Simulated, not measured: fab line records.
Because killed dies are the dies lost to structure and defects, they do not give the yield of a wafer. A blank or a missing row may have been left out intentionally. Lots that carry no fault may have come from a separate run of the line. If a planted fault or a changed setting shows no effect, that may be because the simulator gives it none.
Problem report, 8D (eight disciplines) form, completed by code | flow sky130 | the parts of the form that need people (team, actions taken, sign-off) are left out
Where a reading is given only as a bound, like >300, the bound stands for it, and a mean or a difference that rests on one is marked > or <: the true number lies beyond.

== 1. WHAT WENT WRONG ==
VIA4_W_RS at SKY_VIA4_RS_MEAS_19 reads a mean of 56.8502 ohm/sq on 6 wafers of 2 lots; wafers without a fault read 0.2186 ohm/sq with a standard deviation of 0.0021. That is +99 or more standard deviations from the usual mean.
The step: measures by four-point-probe.
Earliest sighting: wafer L812.2 on film metro-02 at day 47 06:09. At this step, 30 wafers from 10 lots have a number in the record. By rule, "out" or "out of limits" means more than 4 standard deviations away from the usual mean. The other wafers with a number count as sound.

== 2. WHAT IT IS, WHAT IT ISN'T ==
question                    | is                           | is not
which readings at this step | VIA4_W_RS                    | -
which lots                  | L812, L813                   | L797, L800, L801, L805, L810, L817, L818, L819
which wafers of those lots  | all that have a number       | -
read on which gauges        | film metro-02, film metro-03 | film metro-01
when                        | from day 47 06:09            | up to then (15 sound wafers); but 9 sound wafers of L817, L818, L819 came after

== 3. SUSPECTS, AND WHAT RULES EACH OUT ==
Counting: a tool at a process step up to the reading stays a suspect if it ran every lot that is out and no sound lot after the first of them.
- the gauge at SKY_VIA4_RS_MEAS_19 is ruled out. The wafers that are out were read on 2 gauges (film metro-02, film metro-03).
- cvd w-01 at SKY_VIA4_CVD_18 (deposits W, target thk 505 nm, time 152.14 s): ruled out as a lasting fault. The sound lots L817, L818, L819 went through it after L812, its earliest lot that is out (day 47 05:59).
Left after counting: nothing in the record.

== 4. THE CAUSE (what the simulator had put in) ==
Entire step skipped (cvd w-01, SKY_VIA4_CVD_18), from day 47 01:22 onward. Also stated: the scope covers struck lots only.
It was ruled out by counting, in error; the rule expects a fault to strike all lots run on its tool from its start on, and this fault did not.

== 5. THE CHAIN OF EFFECTS, in route order ==
Each row: a reading where the mean over the struck wafers with a number is more than 3 standard deviations away from the usual. Scope: only readings with a usual standard deviation given in the record; hours: median across lots of the time from each lot's start at the first step in this table that gives one to its start at this step; sigmas: change in usual standard deviations.
hours | step                 | reading            | usual         | on struck wafers | change   | sigmas
0     | SKY_VIA4_RS_MEAS_19  | VIA4_W_RS          | 0.2186 ohm/sq | 56.8502          | +56.6316 | +99 or more
0     | SKY_VIA4_THK_MEAS_20 | VIA4_W_THK         | 532 nm        | <0               | <-532    | <-89
0     | SKY_VIA4_CMP_21      | time to endpoint s | 123 s         | 2                | -121     | -29
It contains these process steps:
- SKY_VIA4_CMP_21: polishes, stops on SiO2, t overpolish 25 s, target thk 0 nm.
Readings that are blank on the struck wafers while sound wafers have them: chamber pressure Torr at SKY_VIA4_CVD_18; heater power outer w at SKY_VIA4_CVD_18; heater power w at SKY_VIA4_CVD_18.

== 6. HOW IT WOULD HAVE BEEN CAUGHT EARLIER ==
Counted from the fault's start at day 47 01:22, it took 5 hours until the first out-of-limits reading at a measuring or inspecting step in this record, taken at day 47 06:09.
At SKY_VIA4_CVD_18 the tool's readings are blank on the struck wafers, where sound wafers have them: an empty tool record is the first sign, and it was there at once.
